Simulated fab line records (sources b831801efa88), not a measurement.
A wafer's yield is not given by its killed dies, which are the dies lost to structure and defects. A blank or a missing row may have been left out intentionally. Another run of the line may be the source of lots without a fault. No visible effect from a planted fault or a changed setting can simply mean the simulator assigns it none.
A struck lot beside a sound one + flow sky130 + 18 steps out of a route of 708
Sound: these wafers, L234.1, L234.4, L234.6. Struck: wafers L243.2, L243.3, L243.6. The cause is named last.
For every step that has rows: the tool of each side, followed by ch and its chambers, followed by its first start. Under that, the readings that differ: sound wafers + struck wafers + difference of the means + sigmas: that difference in standard deviations of wafers without a fault.
alike: readings whose means differ by less than 2 such deviations, and words and numbers that are the same on both sides. not compared: withheld readings, readings that some wafer has no value for, bounds like >300 that may hide the same value, and numbers for which the record gives no deviation and whose values overlap.
The two part at a step that has a row with sigmas, a row that says differs or no value, or rows on one side only. Non-overlapping numbers with no deviation appear without sigmas and do not part them. A reading that every wafer of one side lacks parts them only if that side has two wafers or more.

first, 3 steps without rows for these wafers: SKY_SONOS_ONO_WET_ETCH_18 (etches Si3N4 in H3PO4, target depth 15 nm, time 172 s); SKY_GATE_OXIDE_CLEAN_00 (cleans in SC1/SC2, time 150 s); SKY_GATE_OXIDE_OXIDATION_01 (stabilise 600 s, purge 300 s, target thk 10.268 nm).
SKY_GATE_OXIDE_THK_MEAS_02:
  sound on film_metro-03 at day 12 10:13; struck on film_metro-04 at day 16 16:05
  alike: GATE_OXIDE_OXIDATION_00_THK
then, 7 steps without rows for these wafers: SKY_GATE_OXIDE_DEHYDRATE_03 (time 60 s); SKY_GATE_OXIDE_HMDS_04 (prime time 60 s); SKY_GATE_OXIDE_COAT_05 (resist thk 1140 nm); SKY_GATE_OXIDE_SOFTBAKE_06 (time 60 s); SKY_GATE_OXIDE_EXPOSE_07 (exposes mask LVOM, target cd 600 nm); SKY_GATE_OXIDE_PEB_08; SKY_GATE_OXIDE_DEVELOP_09 (develop time 60 s).
SKY_GATE_OXIDE_OVL_MEAS_10:
  sound on overlay-02 at day 13 10:28; struck on overlay-02 at day 17 20:31
  alike: GATE_OXIDE_OVL
SKY_GATE_OXIDE_IMPLANT_11:
  sound on implanter-01 ch 0, day 13 10:30; struck on implanter-01 ch 0, day 17 20:34
| reading            | sound                            | struck                           | difference  | sigmas      |
|--------------------|----------------------------------|----------------------------------|-------------|-------------|
| dose_ions_cm2      | 2.5974e+12 2.6007e+12 2.5968e+12 | 2.9802e+12 2.9819e+12 2.9858e+12 | +3.8433e+11 | +99 or more |
| faraday_current_uA | 14.79 15.09 14.65                | 16.68 17.00 16.78                | +1.98       | +7          |
then, 1 step without rows for these wafers: SKY_GATE_OXIDE_WET_ETCH_12 (etches SiO2 in dHF, target depth 16.8 nm, time 336 s).
SKY_GATE_OXIDE_STRIP_13: strips in O2/N2.
  sound on plasma_asher-01 ch 0,1, day 13 10:46; struck on plasma_asher-02 ch 0,1, day 17 20:48
  alike: drypump_motor_current_A, oes_product_au, strip_time_to_endpoint_s
  not compared: rf_hours_counter_h
SKY_GATE_OXIDE_TW_MEAS_14:
  sound on film_metro-02 at day 13 10:52; struck on film_metro-04 at day 17 20:55
| reading       | sound             | struck            | difference | sigmas |
|---------------|-------------------|-------------------|------------|--------|
| GATE_OXIDE_TW | 224.5 225.8 224.2 | 239.1 237.0 238.3 | +13.3      | +7     |
then, 1 step without rows for these wafers: SKY_GATE_OXIDE_CLEAN_15 (cleans in SC1/SC2, time 150 s).
-- the record jumps here: 31 days lie between the struck wafers' starts before and after (it left off in module GATE_OXIDE and takes up again in module PAD_OPEN, whose first step shown is number 708 of the route) --
SKY_PAD_OPEN_PROBE_99:
  sound on prober-01 at day 45 12:15; struck on prober-01 at day 48 19:34
| reading                                   | sound             | struck            | difference | sigmas |
|-------------------------------------------|-------------------|-------------------|------------|--------|
| model.etest.tip_p.rs_ohm_sq               | 6842 6762 6827    | 6662 6688 6667    | -138       |        |
| model.etest.pfet_01v8.r_on_ohm_um         | 2902 2888 2870    | 2770 2785 2759    | -115       |        |
| model.etest.nfet_01v8_lvt.drive_ua_um     | 571.2 580 579.4   | 551.9 542 547.2   | -29.8      |        |
| model.etest.pfet_01v8_lvt.drive_ua_um     | 173.4 173.2 174.1 | 194.1 191.7 196.9 | +20.7      |        |
| model.etest.nfet_01v8_swapped.drive_ua_um | 500.6 508.9 508.3 | 490.5 483.3 481.5 | -20.8      |        |
| model.etest.pfet_01v8.drive_ua_um         | 193.2 195 194.9   | 210.4 207.5 210.9 | +15.2      |        |
| model.etest.pfet_01v8_mvt.drive_ua_um     | 152.9 155.1 153.1 | 166.1 165 165.8   | +11.9      |        |
| model.etest.pfet_01v8_hvt.drive_ua_um     | 145.9 146.1 145.2 | 158.9 154.1 156.9 | +10.9      |        |
  alike: killed_at_M0_to_M3, killed_at_M4_up, killed_at_contacts, killed_at_front_end, killed_at_other, killed_dies, killed_open, killed_short

WHERE THEY PART
Earliest at SKY_GATE_OXIDE_IMPLANT_11; latest, in this record, at SKY_GATE_OXIDE_TW_MEAS_14. Later steps at which nothing parts them and some readings are alike: SKY_PAD_OPEN_PROBE_99.

WHY: what the simulator had put in
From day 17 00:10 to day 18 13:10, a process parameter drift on implanter-01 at SKY_GATE_OXIDE_IMPLANT_11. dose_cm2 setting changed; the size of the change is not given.
